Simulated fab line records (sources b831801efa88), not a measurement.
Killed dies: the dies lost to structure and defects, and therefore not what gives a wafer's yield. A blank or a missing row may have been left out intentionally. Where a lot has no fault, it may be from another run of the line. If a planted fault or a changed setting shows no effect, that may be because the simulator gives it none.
Struck lot and sound lot, side by side	flow sky130	16 steps out of a route of 708
Sound: these wafers, L755.1, L755.2, L755.4. Wafers struck: L762.2, L762.3, L762.6. At the end, the cause is stated.
For every step that has rows: the tool of each side, followed by ch and its chambers, followed by its first start. Under that, the readings that differ: sound wafers	struck wafers	difference of the means	sigmas: that difference in standard deviations of wafers without a fault.
alike: same words and numbers on both sides, and readings whose means sit less than 2 such deviations apart. not compared: any withheld reading, any reading some wafer has no value for, any bound like >300 that may hide the same value, and any number with overlapping values for which the record gives no deviation.
The two part at a step that has a row with sigmas, a row that says differs or no value, or rows on one side only. When numbers do not overlap yet have no deviation, they are printed without sigmas and do not part them. A reading missing from all wafers of one side parts the sides only when that side holds two or more wafers.

SKY_VIA2_BOW_MEAS_03:
  sound: film metro-03 at day 35 09:20; struck: film metro-02 at day 37 23:16
  alike: VIA2_BOW
then, 8 steps without rows for these wafers: SKY_VIA2_DEHYDRATE_04 (time 60 s); SKY_VIA2_HMDS_05 (prime time 60 s); SKY_VIA2_COAT_06 (resist thk 60 nm); SKY_VIA2_COAT_07 (resist thk 450 nm); SKY_VIA2_SOFTBAKE_08 (time 90 s); SKY_VIA2_EXPOSE_09 (exposes mask VIM2, target cd 200 nm); SKY_VIA2_PEB_10; SKY_VIA2_DEVELOP_11 (develop time 60 s).
SKY_VIA2_CD_MEAS_12: the cd target is 200 nm.
  sound: cd sem-01 at day 36 11:15; struck: cd sem-01 at day 39 01:15
  alike: cd nm
SKY_VIA2_OVL_MEAS_13:
  sound: overlay-02 at day 36 11:22; struck: overlay-02 at day 39 01:21
  alike: VIA2_OVL
SKY_VIA2_ETCH_14: etches BARC in N2/H2, stops on SiO2, time 45.9 s, target depth 60 nm.
  sound on rie diel-01 ch 0,2,3, day 36 11:25; struck on rie diel-04 ch 0,3, day 39 01:23
  alike: bias w, drypump motor current A, oes product au, throttle valve pct
  not compared: rf hours counter h
SKY_VIA2_ETCH_15: etches SiO2 in C4F8/O2/Ar, stops on TiN, target depth 546 nm, time 84 s.
  sound on rie diel-01 ch 0,2,3, day 36 11:27; struck on rie diel-04 ch 0,3, day 39 01:26
reading	sound	struck	difference	sigmas
bias w (W)	1203 1203 1199	1795 1790 1793	+591	+99 or more
model.KrF-thick_of_VIA2_COAT_07.thk nm (nm)	284.5 282 282.8	265.2 264.2 264.4	-18.5	
model.VIA2.feature depth nm (nm)	496.6 496.3 495.6	498.1 497.7 497.8	+1.7	
model.TiN_of_METAL2_SPUTTER_04.thk nm (nm)	70.1 70.79 70.32	67.46 67.39 66.76	-3.20	
  alike: oes product au
  not compared: rf hours counter h
SKY_VIA2_STRIP_16: strips in O2/N2.
  sound on plasma asher-02 ch 0,1, day 36 11:31; struck on plasma asher-02 ch 0,1, day 39 01:29
reading	sound	struck	difference	sigmas
strip time to endpoint s (s)	4.060 4.045 4.034	3.850 3.847 3.856	-0.195	-9
  alike: drypump motor current A, oes product au
  not compared: rf hours counter h
then, 1 step without rows for these wafers: SKY_VIA2_STRIP_17 (strips in post etch residue remover, time 1200 s).
-- the record jumps here: 9 days lie between the struck wafers' starts before and after (it left off in module VIA2 and takes up again in module PAD_OPEN, whose first step shown is number 708 of the route) --
SKY_PAD_OPEN_PROBE_99:
  sound: prober-02 at day 45 22:58; struck: prober-02 at day 47 21:24
  alike: defect limited yield, killed_at_M0_to_M3, killed_at_M4_up, killed at contacts, killed at front end, killed at other, killed dies, killed open, killed short, sort_bin_3_pad_short, sort_bin_5_function, sort_bin_6_memory, sort n pass, sort yield pct

WHERE THEY PART
Last at SKY_VIA2_STRIP_16 as far as this record goes, first at SKY_VIA2_ETCH_15. Later steps at which nothing parts them and some readings are alike: SKY_PAD_OPEN_PROBE_99.

WHY: the cause the simulator had injected
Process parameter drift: rie diel-04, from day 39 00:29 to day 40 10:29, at SKY_VIA2_ETCH_15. Setting bias w shifted by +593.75 from 1200. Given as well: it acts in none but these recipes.
